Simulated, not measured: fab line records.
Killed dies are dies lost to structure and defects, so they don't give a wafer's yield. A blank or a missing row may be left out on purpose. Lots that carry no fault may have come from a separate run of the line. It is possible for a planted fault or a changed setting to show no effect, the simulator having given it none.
fab line records    flow sky130
record: lots: 12  wafers: 35  last_day: 50
route steps=708 shown GATE_OXIDE@197 LDD_LDN@302 SD_P@359 VIA3@579
lots that met no fault: taken from a fault-free run of the same line
start_h: the number of hours between the record's first day and the start of the first shown wafer of the lot    wait_h: how many hours have passed since the lot's step before this one    " the same as in the row above    L1.1+2: several wafers, shown together as one row    - value missing, or start not given    * or withheld: withheld    < > ~ a bound
route shown NAME@n: NAME is a module with steps in the file, n the number in the route of the first one    usual: mean/standard deviation taken from wafers without a fault    same: alike in all rows    chamber/n: place in a boat    sites: readings site by site    _std_site: the values' standard deviation    _edge_site: inner sites' mean taken away from outer sites' mean    radius_mm: for every site, how far away it sits from the centre of the wafer    mask NAME#n: copy n    behind: the last tool/chamber to shape the wafer    hold: why the lot went on hold/how many hours it stayed there/how the hold came to an end    device: the transistor (n, p or np) that didn't switch    end of line: the same wafers' tests at the end of the route    where a step has no rows: the recipe by itself    killed: not the wafer's yield, but the dies lost to structure and defects at the first sort    map: shows each die of a wafer: x if killed, . if not, _ if none is there
set.NAME: the setting as run; set.NAME@STEP: as run at that earlier step    model.NAME: the simulator's own value behind a step, which no gauge read
a sample of lots followed through the steps of the route, with each step as a table and each wafer as a row
services: the hour from which a tool's chamber was out of use, counted from the record's first day as start_h (under 0 if before that day), plus the number of hours and why
== steps ==
step: SKY_GATE_OXIDE_OVL_MEAS_10
usual: GATE_OXIDE_OVL: -0.2/1.7
lot.wafer  tool        chamber  start_h  wait_h  GATE_OXIDE_OVL[nm]
L202.3     overlay-02  -        300.63   0.1     -1.6
L202.4     "           -        "        "       -0.1
L202.5     "           -        "        "       -1.7
L203.1     overlay-01  -        305.07   0.1     0.3
L203.4     "           -        "        "       2.3
L203.6     "           -        "        "       1.3
L204.1     overlay-01  -        309.32   0.1     -1.2
L204.2     "           -        "        "       -0.9
L204.6     "           -        "        "       -0.8
L205.1     overlay-02  -        320.82   0.1     -4.4
L205.5     "           -        "        "       -2.7
L205.6     "           -        "        "       -2.3
L212.2     overlay-01  -        378.97   0.1     1.6
L212.5     "           -        "        "       0.3
L213.1     overlay-01  -        383.80   0.1     0.4
L213.3     "           -        "        "       0.9
L213.6     "           -        "        "       1.4
L214.1     overlay-02  -        390.12   0.1     -1.0
L214.2     "           -        "        "       -0.5
L214.6     "           -        "        "       -0.3
L215.3     overlay-01  -        395.68   0.1     1.2
L215.4     "           -        "        "       1.1
L215.5     "           -        "        "       0.6
L216.1     overlay-02  -        408.32   0.1     -0.8
L216.2     "           -        "        "       -2.6
L216.5     "           -        "        "       -0.1
L219.1     overlay-01  -        436.57   0.1     1.8
L219.5     "           -        "        "       0.0
L219.6     "           -        "        "       1.2
L223.1     overlay-02  -        473.46   0.1     0.8
L223.3     "           -        "        "       2.1
L223.5     "           -        "        "       -1.1
L225.2     overlay-01  -        489.12   0.1     -0.7
L225.3     "           -        "        "       -1.5
L225.5     "           -        "        "       -0.1
step: SKY_LDD_LDN_TW_MEAS_13
usual: LDD_LDN_TW: 1484/8.8
lot.wafer  tool           chamber  start_h  wait_h  LDD_LDN_TW
L202.3     film_metro-01  -        514.57   0.1     1491
L202.4     "              -        "        "       1494
L202.5     "              -        "        "       1483
L203.1     film_metro-02  -        517.27   0.1     1488
L203.4     "              -        "        "       1489
L203.6     "              -        "        "       1481
L204.1     film_metro-01  -        522.97   0.1     1493
L204.2     "              -        "        "       1496
L204.6     "              -        "        "       1489
L205.1     film_metro-02  -        540.57   0.1     1486
L205.5     "              -        "        "       1488
L205.6     "              -        "        "       1496
L212.2     film_metro-03  -        601.66   0.1     1483
L212.5     "              -        "        "       1477
L213.1     film_metro-01  -        606.45   0.1     1487
L213.3     "              -        "        "       1485
L213.6     "              -        "        "       1479
L214.1     film_metro-01  -        614.60   0.1     1483
L214.2     "              -        "        "       1481
L214.6     "              -        "        "       1486
L215.3     film_metro-01  -        616.62   0.1     1475
L215.4     "              -        "        "       1490
L215.5     "              -        "        "       1487
L216.1     film_metro-01  -        627.20   0.1     1476
L216.2     "              -        "        "       1482
L216.5     "              -        "        "       1473
L219.1     film_metro-03  -        656.47   0.1     1471
L219.5     "              -        "        "       1469
L219.6     "              -        "        "       1471
L223.1     film_metro-03  -        698.17   0.1     1489
L223.3     "              -        "        "       1491
L223.5     "              -        "        "       1487
L225.2     film_metro-03  -        701.06   0.1     1484
L225.3     "              -        "        "       1483
L225.5     "              -        "        "       1485
step: SKY_SD_N_RS_MEAS_17
recipe: thk_meas_gauge: four-point-probe
usual: SD_P_RS: 147.3/0.36
lot.wafer  tool           chamber  start_h  wait_h  SD_P_RS[ohm/sq]
L202.3     film_metro-03  -        637.35   0.1     147.5
L202.4     "              -        "        "       146.8
L202.5     "              -        "        "       147.5
L203.1     film_metro-03  -        638.74   0.1     147.0
L203.4     "              -        "        "       147.7
L203.6     "              -        "        "       147.3
L204.1     film_metro-03  -        644.63   0.1     147.7
L204.2     "              -        "        "       147.9
L204.6     "              -        "        "       147.7
L205.1     film_metro-04  -        661.59   0.1     146.6
L205.5     "              -        "        "       146.9
L205.6     "              -        "        "       147.0
L212.2     film_metro-04  -        716.10   0.1     146.5
L212.5     "              -        "        "       146.7
L213.1     film_metro-03  -        722.13   0.1     147.8
L213.3     "              -        "        "       147.8
L213.6     "              -        "        "       148.0
L214.1     film_metro-04  -        728.82   0.1     147.7
L214.2     "              -        "        "       147.6
L214.6     "              -        "        "       147.5
L215.3     film_metro-02  -        731.43   0.1     147.6
L215.4     "              -        "        "       147.6
L215.5     "              -        "        "       148.0
L216.1     film_metro-03  -        738.94   0.1     147.3
L216.2     "              -        "        "       147.2
L216.5     "              -        "        "       146.8
L219.1     film_metro-03  -        764.75   0.1     147.1
L219.5     "              -        "        "       147.2
L219.6     "              -        "        "       147.1
L223.1     film_metro-04  -        805.46   0.1     147.0
L223.3     "              -        "        "       147.0
L223.5     "              -        "        "       147.4
L225.2     film_metro-02  -        810.15   0.1     147.3
L225.3     "              -        "        "       147.4
L225.5     "              -        "        "       147.0
step: SKY_VIA3_COAT_06
recipe: resist: BARC  temp_c: withheld  time_s: withheld  spin_rpm: 3000  resist_thk_nm: 60
usual: chill_plate_temp_C: *
lot.wafer  tool            chamber  start_h  wait_h  chill_plate_temp_C
L202.3     litho_track-04  0        906.88   0.1     *
L202.4     "               0        "        "       *
L202.5     "               0        "        "       *
L203.1     litho_track-04  0        907.63   0.1     *
L203.4     "               0        "        "       *
L203.6     "               0        "        "       *
L204.1     litho_track-04  0        913.33   0.1     *
L204.2     "               0        "        "       *
L204.6     "               0        "        "       *
L205.1     litho_track-03  0        928.12   0.1     *
L205.5     "               0        "        "       *
L205.6     "               0        "        "       *
L212.2     litho_track-04  0        980.91   0.1     *
L212.5     "               0        "        "       *
L213.1     litho_track-04  0        985.03   0.1     *
L213.3     "               0        "        "       *
L213.6     "               0        "        "       *
L214.1     litho_track-01  0        991.45   0.1     *
L214.2     "               0        "        "       *
L214.6     "               0        "        "       *
L215.3     litho_track-03  0        994.97   0.1     *
L215.4     "               0        "        "       *
L215.5     "               0        "        "       *
L216.1     litho_track-03  0        1000.72  0.1     *
L216.2     "               0        "        "       *
L216.5     "               0        "        "       *
L219.1     litho_track-01  0        1023.05  0.1     *
L219.5     "               0        "        "       *
L219.6     "               0        "        "       *
L223.1     litho_track-01  0        1056.25  0.1     *
L223.3     "               0        "        "       *
L223.5     "               0        "        "       *
L225.2     litho_track-03  0        1061.59  0.1     *
L225.3     "               0        "        "       *
L225.5     "               0        "        "       *
step: SKY_VIA3_ETCH_14
recipe: chemistry: N2/H2  target: BARC  ion_energy_ev: 200  source_w: 500  bias_w: 100  pressure_mtorr: 30  n2_flow_sccm: 100  h2_flow_sccm: 200  stop_on: SiO2  time_s: 45.9  target_depth_a: 600
usual: chamber_pressure_mTorr: 29.997/0.026  drypump_motor_current_A: 5.8/0.36  oes_product_au: 0.853/0.0047  throttle_valve_pct: 13.223/0.0088
lot.wafer  tool         chamber  start_h  wait_h  chamber_pressure_mTorr  drypump_motor_current_A  oes_product_au  rf_hours_counter_h  throttle_valve_pct
L202.3     rie_diel-01  0        920.82   0.0     29.982                  6.0                      0.850           6                   13.217
L202.4     "            1        "        "       30.012                  6.0                      0.850           7                   13.223
L202.5     "            3        "        "       29.974                  5.6                      0.862           -                   13.219
L203.1     rie_diel-03  0        921.86   0.0     30.012                  5.8                      0.857           24                  13.219
L203.4     "            2        "        "       30.013                  5.5                      0.853           10                  13.237
L203.6     "            0        "        "       29.983                  5.8                      0.854           -                   13.207
L204.1     rie_diel-02  0        926.81   0.0     30.024                  5.3                      0.854           18                  13.246
L204.2     "            1        "        "       29.967                  5.5                      0.856           5                   13.236
L204.6     "            3        "        "       30.009                  6.0                      0.856           -                   13.219
L205.1     rie_diel-01  0        941.64   0.0     29.996                  6.0                      0.854           7                   13.214
L205.5     "            0        "        "       30.013                  6.0                      0.852           -                   13.232
L205.6     "            3        "        "       29.980                  5.6                      0.854           -                   13.218
L212.2     rie_diel-03  3        992.67   0.0     29.961                  6.3                      0.847           20                  13.219
L212.5     "            0        "        "       30.001                  5.8                      0.875           -                   13.222
L213.1     rie_diel-01  1        997.71   0.0     30.016                  6.0                      0.856           9                   13.222
L213.3     "            2        "        "       29.977                  6.0                      0.856           -                   13.230
L213.6     "            1        "        "       30.005                  6.0                      0.880           -                   13.229
L214.1     rie_diel-02  1        1003.82  0.0     30.033                  5.5                      0.848           8                   13.232
L214.2     "            0        "        "       29.946                  5.2                      0.848           21                  13.221
L214.6     "            3        "        "       30.009                  6.0                      0.849           -                   13.219
L215.3     rie_diel-01  1        1006.82  0.0     30.003                  6.0                      0.860           9                   13.221
L215.4     "            1        "        "       30.012                  6.0                      0.853           -                   13.219
L215.5     "            2        "        "       30.010                  5.9                      0.847           -                   13.240
L216.1     rie_diel-02  2        1012.19  0.0     29.964                  6.3                      0.848           9                   13.212
L216.2     "            1        "        "       30.015                  5.5                      0.857           9                   13.225
L216.5     "            2        "        "       29.994                  6.4                      0.857           -                   13.232
L219.1     rie_diel-01  0        1034.02  0.0     30.005                  6.0                      0.858           10                  13.202
L219.5     "            0        "        "       30.022                  6.0                      0.855           -                   13.237
L219.6     "            2        "        "       29.998                  5.9                      0.846           -                   13.214
L223.1     rie_diel-02  2        1067.64  0.0     29.963                  6.4                      0.854           11                  13.231
L223.3     "            0        "        "       29.955                  5.3                      0.865           22                  13.232
L223.5     "            0        "        "       29.985                  5.3                      0.858           -                   13.227
L225.2     rie_diel-02  1        1072.87  0.0     30.038                  5.5                      0.852           10                  13.206
L225.3     "            0        "        "       30.006                  5.3                      0.850           22                  13.227
L225.5     "            2        "        "       30.033                  6.3                      0.853           -                   13.230
== services ==
tool         chamber  start_h  hours  kind
rie_diel-02  1        893.04   2.9    repair
rie_diel-01  1        905.60   3.3    repair
rie_diel-02  3        939.96   7.9    repair
rie_diel-02  -        952.82   0.4    repair
rie_diel-01  -        984.85   0.8    repair
rie_diel-01  0        994.32   11.0   repair
rie_diel-01  3        995.96   13.8   repair
rie_diel-02  -        998.90   0.4    repair
rie_diel-02  3        1005.23  8.1    repair
rie_diel-02  0        1007.88  15.0   repair
rie_diel-02  -        1025.26  15.6   pm
rie_diel-01  3        1033.27  -      clean
rie_diel-01  3        1033.27  20.6   scheduled_down
rie_diel-01  3        1033.27  20.6   vent_cycle
rie_diel-01  1        1035.15  4.9    repair
rie_diel-02  0        1041.17  2.9    repair
rie_diel-03  3        1068.31  9.5    repair
== key ==
first_sign: step: SKY_VIA3_ETCH_14  reading: oes_product_au  direction: up  sigmas: 5.2  usual: 0.853  struck: 0.878
effect none on later readings
met_at SKY_VIA3_COAT_06
struck_lots L212,L213
struck_wafers L212.5,L213.6
not_acting_at SKY_GATE_OXIDE_OVL_MEAS_10,SKY_LDD_LDN_TW_MEAS_13,SKY_SD_N_RS_MEAS_17
onset_between 913.33 980.91
fault: kind: process_parameter_drift  tool: litho_track-04  chamber: -  onset_h: 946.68  steps: SKY_VIA3_COAT_06  channel: resist_thk_nm  offset: 3.3232  shape: step  end_h: 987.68  scope: struck_wafers_only  acts_in: these_recipes_only  stated: 60
